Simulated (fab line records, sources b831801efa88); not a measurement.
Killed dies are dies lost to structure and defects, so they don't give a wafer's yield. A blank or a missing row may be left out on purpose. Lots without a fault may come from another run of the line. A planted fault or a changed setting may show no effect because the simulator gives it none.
Chamber matching | flow gf180mcu | GF_V2_CMP_26 on cmp-01: 4 sister chambers
The step polishes, stops on SiO2, t overpolish 15 s, target thk 0 nm. 4 wafers are shown with their chamber, then 6 later ones without.

WAFERS WITH THEIR CHAMBER
wafer  | chamber | motor_current_A (A)
L260.5 | 0       | 12.3
L276.1 | 3       | 11.9
L276.2 | 2       | 11.3
L276.3 | 1       | 9.1

WAFERS WITHOUT THEIR CHAMBER
wafer  | motor_current_A (A)
L278.3 | 8.9
L278.4 | 12.1
L278.5 | 12.1
L282.3 | 11.7
L282.4 | 11.7
L282.6 | 11.7

WHICH CHAMBER EACH WENT THROUGH
wafer  | from the rows above     | in truth
L278.3 | 1                       | 1
L278.4 | can't be placed: 3 or 0 | 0
L278.5 | can't be placed: 3 or 0 | 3
L282.3 | can't be placed: 3 or 2 | 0
L282.4 | can't be placed: 3 or 2 | 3
L282.6 | can't be placed: 3 or 2 | 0
Placed correctly: 1 of 6. Can't be placed from these rows: 5 (the true chamber is among the candidates in 3). Placed wrongly: 0.
How it was worked out, from the rows above alone: a wafer's distance from a chamber is the root of the sum, over the readings, of the square of ((its reading less the chamber's mean) divided by the reading's scatter). The wafer belongs to the nearest chamber; if the next one is less than 2 further off, it can't be placed. A chamber's mean is the mean of its shown wafers. The scatter: with one shown wafer a chamber, the root of the mean of the squares of how far each hidden wafer lies from its nearest shown one.
